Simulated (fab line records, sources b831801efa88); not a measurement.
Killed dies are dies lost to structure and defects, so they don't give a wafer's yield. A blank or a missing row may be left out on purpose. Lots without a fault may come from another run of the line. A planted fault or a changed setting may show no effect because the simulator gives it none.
fab line records | flow sky130
record lots=13 wafers=39 last_day=50
route steps=708 shown VIA4@650 METAL5@664 PAD_OPEN@695
lots that met no fault: from a run of the same line without faults
start_h: hours from the record's first day to the start of the lot's first wafer shown | wait_h: hours since the lot's step before | " the same as in the row above | L1.1+2: a row that stands for several wafers | - no value, or no start given | * or withheld: withheld | < > ~ a bound
route shown NAME@n: a module of which the file shows steps, and the number in the route of the first | usual: mean/standard deviation of fault-free wafers | same: alike in all rows | chamber/n: place in a boat | sites: the reading at each site | _std_site: their standard deviation | _edge_site: outer sites' mean less inner sites' | radius_mm: how far each site lies from the wafer's centre | mask NAME#n: copy n | behind: the tool/chamber that last shaped the wafer | hold: why the lot was held/for how many hours/how that ended | device: the transistor (n, p or np) that didn't switch | end of line: the same wafers' tests at the end of the route | a step without rows: its recipe alone | killed: dies lost to structure and defects at the first sort, not the wafer's yield | map: a wafer's dies, x killed, . not, _ none there
set.NAME: the setting as run; set.NAME@STEP: as run at that earlier step | model.NAME: the simulator's own value behind a step, which no gauge read
steps of the route over a sample of lots; a table a step, a row a wafer
services: from which hour (start_h, from the record's first day; less than 0 if before it) a tool's chamber was out of use, for how many hours, and why
## steps
# step SKY_VIA4_OVL_MEAS_11
# usual VIA4_OVL=0.8/1.2
# columns lot.wafer tool chamber start_h wait_h VIA4_OVL[nm]
L224.1 overlay-02 - 1007.78 0.1 1.2
L224.3 " - " " 2.4
L224.6 " - " " 2.2
L223.1 overlay-01 - 1007.85 0.1 3.0
L223.5 " - " " 0.3
L223.6 " - " " 2.5
L225.3 overlay-01 - 1012.75 0.1 -2.5
L225.4 " - " " 0.0
L225.5 " - " " 0.0
L227.1 overlay-01 - 1033.18 0.1 0.0
L227.3 " - " " 0.0
L227.4 " - " " 0.6
L228.3 overlay-01 - 1034.67 0.1 0.1
L228.5 " - " " 1.9
L228.6 " - " " -0.6
L229.2 overlay-01 - 1042.49 0.1 0.4
L229.3 " - " " 2.7
L229.5 " - " " 2.3
L238.1 overlay-02 - 1101.50 0.1 0.9
L238.2 " - " " 0.8
L238.3 " - " " 1.1
L240.2 overlay-01 - 1122.99 0.1 -0.3
L240.3 " - " " 0.9
L240.4 " - " " 0.3
L239.4 overlay-01 - 1123.77 0.1 -0.3
L239.5 " - " " -0.9
L239.6 " - " " -0.3
L242.2 overlay-01 - 1127.16 0.1 -1.0
L242.5 " - " " -0.8
L242.6 " - " " -0.9
L241.3 overlay-02 - 1130.75 0.1 2.0
L241.4 " - " " 1.2
L241.5 " - " " 0.8
L244.1 overlay-01 - 1132.41 0.1 1.2
L244.4 " - " " 0.6
L244.5 " - " " 0.6
L246.3 overlay-02 - 1145.97 0.1 0.3
L246.5 " - " " -0.6
L246.6 " - " " -0.9
# step SKY_VIA4_THK_MEAS_20
# recipe thk_meas_gauge=xrf reads=W_of_VIA4_CVD_18
# usual VIA4_W_THK=489/7.3
# columns lot.wafer tool chamber start_h wait_h VIA4_W_THK[nm]
L224.1 film_metro-04 - 1008.82 0.1 497
L224.3 " - " " 486
L224.6 " - " " 491
L223.1 film_metro-04 - 1009.00 0.1 488
L223.5 " - " " 480
L223.6 " - " " 496
L225.3 film_metro-03 - 1013.79 0.1 491
L225.4 " - " " 477
L225.5 " - " " 483
L227.1 film_metro-04 - 1034.26 0.1 496
L227.3 " - " " 494
L227.4 " - " " 493
L228.3 film_metro-03 - 1035.82 0.1 486
L228.5 " - " " 499
L228.6 " - " " 484
L229.2 film_metro-03 - 1043.53 0.1 495
L229.3 " - " " 485
L229.5 " - " " 496
L238.1 film_metro-03 - 1102.54 0.1 488
L238.2 " - " " 492
L238.3 " - " " 489
L240.2 film_metro-03 - 1124.03 0.1 487
L240.3 " - " " 479
L240.4 " - " " 490
L239.4 film_metro-03 - 1124.82 0.1 496
L239.5 " - " " 503
L239.6 " - " " 490
L242.2 film_metro-01 - 1128.20 0.1 484
L242.5 " - " " 479
L242.6 " - " " 481
L241.3 film_metro-04 - 1131.86 0.1 487
L241.4 " - " " 494
L241.5 " - " " 493
L244.1 film_metro-03 - 1133.48 0.1 495
L244.4 " - " " 498
L244.5 " - " " 492
L246.3 film_metro-01 - 1147.05 0.1 486
L246.5 " - " " 489
L246.6 " - " " 483
# step SKY_METAL5_SPUTTER_03
# recipe material=Ti target_thk_nm=5 power_w=3000 time_s=3.3 chamber_pressure_pa=0.4
# usual throttle_valve_pct=30.0/0.68
# same time_s=3.3
# columns lot.wafer tool chamber start_h wait_h throttle_valve_pct
L224.1 pvd_sputter-03 - 1009.40 0.0 30.4
L224.3 " - " " 30.4
L224.6 " - " " 30.5
L223.1 pvd_sputter-04 - 1009.46 0.0 31.3
L223.5 " - " " 28.9
L223.6 " - " " 29.5
L225.3 pvd_sputter-03 - 1014.30 0.0 30.5
L225.4 " - " " 30.0
L225.5 " - " " 30.3
L227.1 pvd_sputter-01 - 1034.72 0.0 30.0
L227.3 " - " " 29.8
L227.4 " - " " 30.4
L228.3 pvd_sputter-01 - 1036.26 0.0 30.1
L228.5 " - " " 29.8
L228.6 " - " " 31.2
L229.2 pvd_sputter-04 - 1043.98 0.0 30.9
L229.3 " - " " 29.6
L229.5 " - " " 29.3
L238.1 pvd_sputter-04 - 1103.14 0.0 29.6
L238.2 " - " " 28.9
L238.3 " - " " 29.7
L240.2 pvd_sputter-01 - 1124.48 0.0 30.1
L240.3 " - " " 30.5
L240.4 " - " " 31.2
L239.4 pvd_sputter-01 - 1125.24 0.0 31.3
L239.5 " - " " 29.8
L239.6 " - " " 30.1
L242.2 pvd_sputter-03 - 1128.65 0.0 29.7
L242.5 " - " " 29.8
L242.6 " - " " 29.5
L241.3 pvd_sputter-03 - 1132.45 0.0 29.7
L241.4 " - " " 29.8
L241.5 " - " " 30.6
L244.1 pvd_sputter-04 - 1133.94 0.0 29.2
L244.4 " - " " 31.2
L244.5 " - " " 29.1
L246.3 pvd_sputter-04 - 1147.49 0.0 28.6
L246.5 " - " " 29.4
L246.6 " - " " 29.5
# step SKY_PAD_OPEN_HMDS_01
# recipe prime_time_s=60 prime_temp_c=120
# usual prime_temp_c=120.00/0.11
# columns lot.wafer tool chamber start_h wait_h prime_temp_c
L223.1 litho_track-01 0 1065.49 0.1 119.93
L223.5 " 0 " " 120.07
L223.6 " 0 " " 119.91
L224.1 litho_track-04 0 1065.78 0.1 119.92
L224.3 " 0 " " 119.88
L224.6 " 0 " " 120.03
L225.3 litho_track-04 0 1071.48 0.1 120.05
L225.4 " 0 " " 119.90
L225.5 " 0 " " 120.05
L227.1 litho_track-04 0 1088.73 0.1 124.32
L227.3 " 0 " " 124.45
L227.4 " 0 " " 124.57
L228.3 litho_track-04 0 1090.23 0.1 124.58
L228.5 " 0 " " 124.38
L228.6 " 0 " " 124.40
L229.2 litho_track-04 0 1097.06 0.1 124.42
L229.3 " 0 " " 124.44
L229.5 " 0 " " 124.29
L238.1 litho_track-02 0 1150.76 0.1 119.84
L238.2 " 0 " " 120.05
L238.3 " 0 " " 120.15
L240.2 litho_track-02 0 1169.78 0.1 119.93
L240.3 " 0 " " 120.10
L240.4 " 0 " " 120.07
L239.4 litho_track-04 0 1170.66 0.1 120.06
L239.5 " 0 " " 119.96
L239.6 " 0 " " 119.92
L242.2 litho_track-02 0 1173.63 0.1 119.90
L242.5 " 0 " " 120.11
L242.6 " 0 " " 120.07
L241.3 litho_track-02 0 1177.26 0.1 119.97
L241.4 " 0 " " 119.95
L241.5 " 0 " " 119.85
L244.1 litho_track-02 0 1178.56 0.1 120.02
L244.4 " 0 " " 119.99
L244.5 " 0 " " 120.05
L246.3 litho_track-02 0 1190.41 0.1 120.29
L246.5 " 0 " " 120.31
L246.6 " 0 " " 120.03
# step SKY_PAD_OPEN_PROBE_99
# usual defect_limited_yield=82.6/1.8 killed_at_M0_to_M3=44/6.9 killed_at_M4_up=3.2/1.8 killed_at_contacts=23/5.2 killed_at_front_end=15/4.5 killed_at_other=0.3/0.56 killed_dies=85/8.8 killed_open=47/6.7 killed_short=39/6.4 sort_bin_3_pad_short=0.8/0.4 sort_bin_5_function=10.2/1.3 sort_bin_6_memory=6.4/1.1 sort_n_pass=407/8.8 sort_yield_pct=82.6/1.8
# same gross_dies=492 killed_at_back_side=0 sort_bin_4_leakage[%]=0 sort_bin_8_speed[%]=0
# columns lot.wafer tool chamber start_h wait_h defect_limited_yield[%] killed_at_M0_to_M3 killed_at_M4_up killed_at_contacts killed_at_front_end killed_at_other killed_dies killed_open killed_short sort_bin_3_pad_short[%] sort_bin_5_function[%] sort_bin_6_memory[%] sort_n_pass sort_yield_pct[%]
L223.1 prober-02 - 1078.76 0.1 79.7 46 3 36 14 1 100 65 35 1.2 10.6 8.5 392 79.7
L223.5 prober-02 - 1078.96 0.2 85.2 42 2 12 16 1 73 41 32 0.8 9.6 4.5 419 85.2
L223.6 prober-02 - 1079.01 0.2 82.5 43 4 24 15 0 86 40 46 1.2 9.8 6.5 406 82.5
L224.1 prober-01 - 1079.11 0.1 83.1 47 3 16 17 0 83 47 36 1.4 10.0 5.5 409 83.1
L224.3 prober-01 - 1079.21 0.2 84.6 40 2 25 9 0 76 40 36 0.4 9.3 5.7 416 84.6
L224.6 prober-01 - 1079.36 0.2 80.9 52 2 22 18 0 94 52 40 0.2 12.2 6.7 398 80.9
L225.3 prober-02 - 1084.01 0.2 81.3 45 2 31 13 1 92 51 41 1.4 10.4 6.9 400 81.3
L225.4 prober-02 - 1084.06 0.2 83.5 45 4 18 14 0 81 34 47 1.2 9.8 5.5 411 83.5
L225.5 prober-02 - 1084.11 0.2 82.7 44 3 20 17 1 85 39 46 1.2 9.6 6.5 407 82.7
L227.1 prober-02 - 1102.83 0.1 82.3 49 4 22 12 0 87 49 38 0.6 11.4 5.7 405 82.3
L227.3 prober-02 - 1102.93 0.2 81.9 48 1 28 12 0 89 53 36 0.4 11.0 6.7 403 81.9
L227.4 prober-02 - 1102.98 0.2 83.5 36 1 24 19 1 81 50 31 0.6 11.4 4.5 411 83.5
L228.3 prober-01 - 1104.43 0.2 81.7 41 4 33 12 0 90 46 44 0.8 10.8 6.7 402 81.7
L228.5 prober-01 - 1104.53 0.2 82.1 44 4 19 21 0 88 49 39 0.2 10.2 7.5 404 82.1
L228.6 prober-01 - 1104.58 0.2 81.1 50 4 25 14 0 93 45 48 1.6 9.6 7.7 399 81.1
L229.2 prober-02 - 1109.85 0.1 80.1 57 5 23 10 3 98 54 44 0.6 10.4 8.9 394 80.1
L229.3 prober-02 - 1109.90 0.2 82.7 49 0 23 13 0 85 42 43 1.4 8.1 7.7 407 82.7
L229.5 prober-02 - 1110.00 0.2 80.9 47 3 32 12 0 94 48 46 1.4 11.0 6.7 398 80.9
L238.1 prober-01 - 1162.12 0.1 82.9 39 4 30 11 0 84 44 40 0.6 11.4 5.1 408 82.9
L238.2 prober-01 - 1162.17 0.1 81.7 47 6 25 12 0 90 50 40 1.8 11.2 5.3 402 81.7
L238.3 prober-01 - 1162.22 0.2 85.2 30 5 28 10 0 73 45 28 0.2 10.2 4.5 419 85.2
L240.2 prober-02 - 1180.42 0.1 78.3 41 5 45 16 0 107 64 43 1.0 14.4 6.3 385 78.3
L240.3 prober-02 - 1180.47 0.2 79.3 48 6 28 20 0 102 52 50 0.6 11.4 8.7 390 79.3
L240.4 prober-02 - 1180.52 0.2 81.1 39 1 35 18 0 93 53 40 0.8 12.2 5.9 399 81.1
L239.4 prober-01 - 1181.41 0.2 83.5 44 1 20 15 1 81 42 39 0.8 8.3 7.3 411 83.5
L239.5 prober-01 - 1181.46 0.2 78.7 55 2 33 14 1 105 62 43 1.0 11.8 8.5 387 78.7
L239.6 prober-01 - 1181.51 0.2 84.3 32 1 18 25 1 77 37 40 0.8 8.7 6.1 415 84.3
L242.2 prober-02 - 1184.22 0.1 82.9 40 3 21 18 2 84 47 37 0.6 11.0 5.5 408 82.9
L242.5 prober-02 - 1184.37 0.2 83.5 46 2 21 12 0 81 34 47 1.0 9.6 5.9 411 83.5
L242.6 prober-02 - 1184.42 0.2 84.8 38 0 24 13 0 75 40 35 1.0 8.7 5.5 417 84.8
L241.3 prober-02 - 1188.01 0.2 85.4 36 2 26 7 1 72 45 27 0.4 8.3 5.9 420 85.4
L241.4 prober-02 - 1188.06 0.2 81.7 48 6 23 13 0 90 52 38 0.4 11.2 6.7 402 81.7
L241.5 prober-02 - 1188.11 0.2 82.5 51 5 20 10 0 86 51 35 0.4 9.8 7.3 406 82.5
L244.1 prober-01 - 1189.51 0.1 83.1 37 2 28 16 0 83 44 39 0.4 11.6 4.9 409 83.1
L244.4 prober-01 - 1189.66 0.2 83.3 46 4 24 8 0 82 43 39 1.0 9.8 5.9 410 83.3
L244.5 prober-01 - 1189.71 0.2 82.3 40 1 26 20 0 87 49 38 0.4 9.8 7.5 405 82.3
L246.3 prober-02 - 1200.98 0.5 81.1 52 2 25 14 0 93 40 53 1.6 10.2 7.1 399 81.1
L246.5 prober-02 - 1201.08 0.5 83.1 51 2 17 13 0 83 39 44 1.2 11.0 4.7 409 83.1
L246.6 prober-02 - 1201.13 0.6 83.7 38 2 20 20 0 80 46 34 0.4 9.8 6.1 412 83.7
# killed by level:class
L223.1 CONTACT:geometric_particle:open=14 VIA1:geometric_particle:open=13 LI_CONTACT:geometric_particle:open=9 VIA2:geometric_particle:open=9 CONTACT:geometric_particle:short=6 METAL3:geometric_particle:short=6 VIA3:geometric_particle:open=6 LOCAL_INTERCONNECT:geometric_particle:short=4
L223.5 VIA1:geometric_particle:open=12 VIA2:geometric_particle:open=6 CONTACT:geometric_particle:open=5 METAL1:geometric_particle:short=5 POLY_GATE:geometric_particle:open=4 SPACER:geometric_particle:short=4 VIA1:geometric_particle:short=4 FIELD_ISO:geometric_particle:open=3
L223.6 VIA1:geometric_particle:open=11 METAL2:geometric_particle:short=8 VIA2:geometric_particle:open=7 CONTACT:geometric_particle:open=6 CONTACT:geometric_particle:short=6 FIELD_ISO:geometric_particle:short=4 LI_CONTACT:geometric_particle:open=4 LOCAL_INTERCONNECT:geometric_particle:short=4
L224.1 VIA1:geometric_particle:open=16 FIELD_ISO:geometric_particle:short=7 CONTACT:geometric_particle:open=7 VIA1:geometric_particle:short=6 LI_CONTACT:geometric_particle:open=5 VIA3:geometric_particle:open=5 VIA2:geometric_particle:open=5 METAL1:geometric_particle:short=4
L224.3 VIA1:geometric_particle:open=9 LI_CONTACT:geometric_particle:open=8 VIA3:geometric_particle:open=8 METAL2:geometric_particle:short=8 CONTACT:geometric_particle:short=7 VIA1:geometric_particle:short=4 VIA3:geometric_particle:short=4 FIELD_ISO:geometric_particle:open=3
L224.6 VIA1:geometric_particle:open=11 VIA1:geometric_particle:short=8 VIA3:geometric_particle:open=8 LI_CONTACT:geometric_particle:open=7 METAL2:geometric_particle:short=6 METAL1:geometric_particle:short=5 LOCAL_INTERCONNECT:geometric_particle:short=5 CONTACT:geometric_particle:open=5
L225.3 LI_CONTACT:geometric_particle:open=10 VIA1:geometric_particle:open=10 CONTACT:geometric_particle:open=8 METAL1:geometric_particle:short=7 LOCAL_INTERCONNECT:geometric_particle:short=6 VIA3:geometric_particle:open=6 CONTACT:geometric_particle:short=5 VIA2:geometric_particle:open=5
L225.4 VIA2:geometric_particle:open=10 VIA1:geometric_particle:open=10 CONTACT:geometric_particle:short=7 METAL1:geometric_particle:short=7 VIA1:geometric_particle:short=6 VIA2:geometric_particle:short=6 FIELD_ISO:geometric_particle:short=5 CONTACT:geometric_particle:open=5
L225.5 VIA1:geometric_particle:open=7 FIELD_ISO:geometric_particle:short=6 CONTACT:geometric_particle:open=6 VIA1:geometric_particle:short=6 METAL1:geometric_particle:short=6 CONTACT:geometric_particle:short=5 VIA3:geometric_particle:open=5 POLY_GATE:geometric_particle:short=4
L227.1 VIA2:geometric_particle:open=13 VIA1:geometric_particle:open=8 LOCAL_INTERCONNECT:geometric_particle:short=7 LI_CONTACT:geometric_particle:open=6 VIA3:geometric_particle:short=6 FIELD_ISO:geometric_particle:open=4 SPACER:geometric_particle:short=4 CONTACT:geometric_particle:open=4
L227.3 VIA3:geometric_particle:open=12 VIA1:geometric_particle:open=11 CONTACT:geometric_particle:open=9 CONTACT:geometric_particle:short=7 VIA2:geometric_particle:open=6 POLY_GATE:geometric_particle:short=5 POLY_GATE:geometric_particle:open=5 LI_CONTACT:geometric_particle:short=5
L227.4 CONTACT:geometric_particle:open=13 VIA1:geometric_particle:open=9 VIA3:geometric_particle:open=7 FIELD_ISO:geometric_particle:open=5 FIELD_ISO:geometric_particle:short=4 POLY_GATE:geometric_particle:short=4 POLY_GATE:geometric_particle:open=4 METAL1:geometric_particle:short=4
L228.3 CONTACT:geometric_particle:open=10 LI_CONTACT:geometric_particle:open=10 VIA1:geometric_particle:short=8 VIA1:geometric_particle:open=7 VIA2:geometric_particle:open=6 LOCAL_INTERCONNECT:geometric_particle:short=5 METAL2:geometric_particle:short=5 CONTACT:geometric_particle:short=4
L228.5 VIA1:geometric_particle:open=9 CONTACT:geometric_particle:open=8 VIA2:geometric_particle:open=6 POLY_GATE:geometric_particle:open=5 LI_CONTACT:geometric_particle:open=5 VIA1:geometric_particle:short=5 VIA2:geometric_particle:short=5 VIA3:geometric_particle:open=5
L228.6 VIA1:geometric_particle:open=10 VIA1:geometric_particle:short=8 CONTACT:geometric_particle:short=8 CONTACT:geometric_particle:open=8 METAL1:geometric_particle:short=6 METAL2:geometric_particle:short=6 POLY_GATE:geometric_particle:open=5 LI_CONTACT:geometric_particle:open=5
L229.2 CONTACT:geometric_particle:open=12 VIA1:geometric_particle:open=10 VIA3:geometric_particle:open=10 VIA1:geometric_particle:short=7 METAL1:geometric_particle:short=7 METAL2:geometric_particle:short=7 CONTACT:geometric_particle:short=6 VIA2:geometric_particle:open=5
L229.3 VIA1:geometric_particle:short=10 CONTACT:geometric_particle:open=9 METAL1:geometric_particle:short=9 VIA3:geometric_particle:open=8 VIA1:geometric_particle:open=7 VIA2:geometric_particle:open=6 CONTACT:geometric_particle:short=5 FIELD_ISO:geometric_particle:open=4
L229.5 CONTACT:geometric_particle:open=13 METAL1:geometric_particle:short=9 VIA2:geometric_particle:open=9 LI_CONTACT:geometric_particle:open=8 VIA1:geometric_particle:open=7 FIELD_ISO:geometric_particle:short=6 METAL2:geometric_particle:short=6 LI_CONTACT:geometric_particle:short=5
L238.1 CONTACT:geometric_particle:open=11 VIA1:geometric_particle:open=10 METAL2:geometric_particle:short=6 VIA3:geometric_particle:open=6 LI_CONTACT:geometric_particle:open=5 LOCAL_INTERCONNECT:geometric_particle:short=5 METAL1:geometric_particle:short=5 FIELD_ISO:geometric_particle:short=4
L238.2 VIA1:geometric_particle:open=14 CONTACT:geometric_particle:open=11 VIA3:geometric_particle:open=8 CONTACT:geometric_particle:short=7 VIA2:geometric_particle:open=7 FIELD_ISO:geometric_particle:short=6 VIA1:geometric_particle:short=4 METAL2:geometric_particle:short=4
L238.3 CONTACT:geometric_particle:open=12 VIA1:geometric_particle:open=9 LI_CONTACT:geometric_particle:open=6 VIA3:geometric_particle:open=5 LOCAL_INTERCONNECT:geometric_particle:short=4 CONTACT:geometric_particle:short=4 VIA2:geometric_particle:open=4 FIELD_ISO:geometric_particle:short=3
L240.2 CONTACT:geometric_particle:open=16 LI_CONTACT:geometric_particle:open=13 VIA2:geometric_particle:open=10 VIA1:geometric_particle:open=8 CONTACT:geometric_particle:short=7 POLY_GATE:geometric_particle:open=6 LI_CONTACT:geometric_particle:short=5 METAL1:geometric_particle:short=5
L240.3 VIA1:geometric_particle:open=13 CONTACT:geometric_particle:open=9 LI_CONTACT:geometric_particle:open=7 METAL2:geometric_particle:short=7 VIA2:geometric_particle:open=7 FIELD_ISO:geometric_particle:short=6 METAL4:geometric_particle:short=5 LOCAL_INTERCONNECT:geometric_particle:short=5
L240.4 CONTACT:geometric_particle:open=16 VIA1:geometric_particle:open=13 LI_CONTACT:geometric_particle:open=7 FIELD_ISO:geometric_particle:short=6 CONTACT:geometric_particle:short=6 LOCAL_INTERCONNECT:geometric_particle:short=5 METAL1:geometric_particle:short=5 VIA2:geometric_particle:open=4
L239.4 VIA3:geometric_particle:open=9 VIA1:geometric_particle:open=8 LI_CONTACT:geometric_particle:open=7 VIA2:geometric_particle:open=6 VIA2:geometric_particle:short=5 METAL2:geometric_particle:short=5 FIELD_ISO:geometric_particle:short=4 POLY_GATE:geometric_particle:short=4
L239.5 CONTACT:geometric_particle:open=13 VIA1:geometric_particle:open=12 VIA3:geometric_particle:open=10 METAL2:geometric_particle:short=9 VIA2:geometric_particle:open=7 LI_CONTACT:geometric_particle:short=6 LI_CONTACT:geometric_particle:open=5 POLY_GATE:geometric_particle:short=4
L239.6 FIELD_ISO:geometric_particle:short=7 LI_CONTACT:geometric_particle:open=6 FIELD_ISO:geometric_particle:open=5 CONTACT:geometric_particle:open=5 METAL2:geometric_particle:short=5 VIA2:geometric_particle:short=5 VIA2:geometric_particle:open=4 METAL3:geometric_particle:short=4
L242.2 VIA3:geometric_particle:open=10 VIA1:geometric_particle:short=9 CONTACT:geometric_particle:open=8 LI_CONTACT:geometric_particle:open=7 VIA1:geometric_particle:open=6 FIELD_ISO:geometric_particle:short=5 FIELD_ISO:geometric_particle:open=5 METAL1:geometric_particle:short=5
L242.5 METAL1:geometric_particle:short=11 CONTACT:geometric_particle:open=11 METAL2:geometric_particle:short=8 VIA3:geometric_particle:open=7 VIA1:geometric_particle:open=6 VIA1:geometric_particle:short=5 POLY_GATE:geometric_particle:short=4 LI_CONTACT:geometric_particle:open=4
L242.6 CONTACT:geometric_particle:open=8 CONTACT:geometric_particle:short=7 VIA2:geometric_particle:open=7 VIA1:geometric_particle:open=6 METAL1:geometric_particle:open=5 METAL2:geometric_particle:short=5 POLY_GATE:geometric_particle:open=4 VIA3:geometric_particle:short=4
L241.3 CONTACT:geometric_particle:open=10 LI_CONTACT:geometric_particle:open=7 CONTACT:geometric_particle:short=7 VIA1:geometric_particle:open=7 VIA2:geometric_particle:open=7 METAL2:geometric_particle:short=5 VIA3:geometric_particle:open=5 METAL1:geometric_particle:open=3
L241.4 VIA1:geometric_particle:open=15 VIA3:geometric_particle:open=9 CONTACT:geometric_particle:open=7 LI_CONTACT:geometric_particle:open=7 METAL4:geometric_particle:short=6 FIELD_ISO:geometric_particle:short=5 CONTACT:geometric_particle:short=5 VIA3:geometric_particle:short=5
L241.5 VIA1:geometric_particle:open=16 VIA3:geometric_particle:open=9 CONTACT:geometric_particle:open=8 CONTACT:geometric_particle:short=6 VIA2:geometric_particle:open=6 VIA2:geometric_particle:short=4 VIA1:geometric_particle:short=4 METAL4:geometric_particle:short=4
L244.1 VIA1:geometric_particle:open=10 CONTACT:geometric_particle:open=8 POLY_GATE:geometric_particle:short=6 LI_CONTACT:geometric_particle:open=6 VIA1:geometric_particle:short=5 POLY_GATE:geometric_particle:open=4 LOCAL_INTERCONNECT:geometric_particle:open=4 LOCAL_INTERCONNECT:geometric_particle:short=4
L244.4 CONTACT:geometric_particle:open=13 VIA1:geometric_particle:short=10 VIA1:geometric_particle:open=10 METAL1:geometric_particle:short=6 CONTACT:geometric_particle:short=5 VIA3:geometric_particle:short=5 VIA3:geometric_particle:open=5 LI_CONTACT:geometric_particle:open=4
L244.5 VIA1:geometric_particle:open=11 VIA2:geometric_particle:open=7 CONTACT:geometric_particle:open=6 FIELD_ISO:geometric_particle:short=5 FIELD_ISO:geometric_particle:open=5 CONTACT:geometric_particle:short=5 LI_CONTACT:geometric_particle:open=5 LI_CONTACT:geometric_particle:short=5
L246.3 VIA1:geometric_particle:short=13 VIA1:geometric_particle:open=10 CONTACT:geometric_particle:short=7 LI_CONTACT:geometric_particle:short=6 METAL2:geometric_particle:short=6 VIA3:geometric_particle:open=6 CONTACT:geometric_particle:open=5 METAL3:geometric_particle:short=5
L246.5 VIA1:geometric_particle:short=10 VIA2:geometric_particle:open=9 VIA1:geometric_particle:open=8 CONTACT:geometric_particle:open=6 FIELD_ISO:geometric_particle:short=5 METAL1:geometric_particle:short=5 CONTACT:geometric_particle:short=4 METAL2:geometric_particle:short=4
L246.6 LI_CONTACT:geometric_particle:open=13 VIA1:geometric_particle:open=11 METAL2:geometric_particle:short=8 POLY_GATE:geometric_particle:short=6 VIA2:geometric_particle:open=6 POLY_GATE:geometric_particle:open=5 FIELD_ISO:geometric_particle:short=4 FIELD_ISO:geometric_particle:open=3
## services
# columns tool chamber start_h hours kind
pvd_sputter-01 - 1086.06 1.0 repair
pvd_sputter-04 - 1086.86 5.1 repair
pvd_sputter-01 - 1090.18 15.6 repair
pvd_sputter-04 - 1118.34 0.7 repair
pvd_sputter-01 - 1160.76 2.3 repair
pvd_sputter-01 - 1175.54 2.4 repair
pvd_sputter-01 - 1177.76 4.5 repair
## key
first_sign step=SKY_PAD_OPEN_HMDS_01 reading=prime_temp_c direction=up sigmas=41 usual=* struck=*
effect none on later readings
met_at SKY_PAD_OPEN_HMDS_01
struck_lots L227,L228,L229
not_acting_at SKY_VIA4_OVL_MEAS_11,SKY_VIA4_THK_MEAS_20,SKY_METAL5_SPUTTER_03
onset_between 1071.48 1088.73
fault kind=process_parameter_drift tool=litho_track-04 chamber=- onset_h=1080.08 steps=SKY_PAD_OPEN_HMDS_01 channel=prime_temp_c offset=* shape=step end_h=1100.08 acts_in=* stated=*
